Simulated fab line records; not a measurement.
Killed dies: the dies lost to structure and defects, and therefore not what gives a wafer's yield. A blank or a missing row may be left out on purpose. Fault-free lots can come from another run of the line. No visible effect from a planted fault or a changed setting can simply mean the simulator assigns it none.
Which of the tools did it? | flow gf180mcu | 14 lots, 42 wafers sampled, at 2 steps of a route of 602

WHAT THE GAUGES READ, wafer by wafer
GF_STI_THK_MEAS_02.
lot  | measured    | on            | STI_OXIDATION_THK (nm)
L241 | day 1 12:06 | film metro-02 | 10.06 10.15 10.39
L242 | day 1 16:31 | film metro-03 | 9.85 9.88 10.04
L244 | day 2 02:37 | film metro-01 | 10.25 10.34 10.43
L245 | day 2 08:17 | film metro-01 | 10.07 10.07 10.27
L246 | day 2 13:26 | film metro-03 | 9.88 10.07 10.00
L247 | day 2 17:32 | film metro-03 | 10.13 10.10 10.21
L248 | day 2 22:43 | film metro-03 | 10.08 9.96 10.18
L249 | day 3 04:16 | film metro-01 | 10.25 10.33 10.33
L250 | day 3 08:32 | film metro-02 | 10.09 9.97 9.94
L251 | day 3 13:50 | film metro-03 | 10.06 10.07 9.94
L252 | day 3 19:07 | film metro-02 | 10.00 10.18 10.21
L254 | day 4 05:29 | film metro-03 | 10.06 10.26 10.21
L255 | day 4 11:17 | film metro-02 | 10.03 10.10 10.04
L259 | day 5 09:10 | film metro-03 | 9.86 9.90 9.87

GF_STI_THK_MEAS_22.
lot  | measured    | on            | STI_OXIDATION_01_THK (nm)
L241 | day 2 06:15 | film metro-03 | 15.05 14.63 14.72
L242 | day 2 09:30 | film metro-03 | 14.86 14.90 15.14
L244 | day 2 19:20 | film metro-03 | 15.34 15.18 15.30
L245 | day 3 01:11 | film metro-03 | 14.77 15.29 15.28
L246 | day 3 06:48 | film metro-03 | 15.03 14.86 14.73
L247 | day 3 09:59 | film metro-03 | 15.34 15.12 15.10
L248 | day 3 15:13 | film metro-01 | 15.12 15.22 14.90
L249 | day 3 21:37 | film metro-03 | 15.56 15.43 15.45
L250 | day 4 01:36 | film metro-03 | 15.44 15.11 15.09
L251 | day 4 06:41 | film metro-03 | 14.90 14.81 15.19
L252 | day 4 12:46 | film metro-03 | 15.22 15.32 15.14
L254 | day 4 23:37 | film metro-03 | 14.80 15.10 14.53
L255 | day 5 07:46 | film metro-01 | 14.83 14.88 14.68
L259 | day 6 07:19 | film metro-03 | 14.81 14.60 14.87

WHICH TOOL RAN EACH LOT (tool, then ch and the chambers of the sampled wafers, then the start)
There is no process step in the record ahead of these readings.

WHAT THE TOOLS THEMSELVES READ (means of the sampled wafers that have a number; where no wafer has one, the mark that the record gives instead)
The record holds no such reading with a usual standard deviation.

THE ANSWER, worked out from the rows above alone
Rule: usual is defined by the lots themselves. Put in order of their means at a reading, lots are off if they are a third of the lots or fewer, leave a main group of 4 or more, and stand apart from it by a gap of 3 or more times the standard deviation of the main group's means; of several such gaps the widest counts. A main group is skipped when, at the precision printed for the reading in the tables above, its means are all equal. Also off: a lot with no number at a reading for which 4 or more lots have one. Any other lot the step has rows for is counted as sound. The gauges are gone through in route order, then the tools' own readings, and for those a lot's mean is taken as printed above. The first step at which some lot is off is used, and at that step the reading that is off furthest; a lot without a number counts as furthest.
None of the lots is off at any reading shown; this tells nothing.

WHAT THE SIMULATOR PUT IN
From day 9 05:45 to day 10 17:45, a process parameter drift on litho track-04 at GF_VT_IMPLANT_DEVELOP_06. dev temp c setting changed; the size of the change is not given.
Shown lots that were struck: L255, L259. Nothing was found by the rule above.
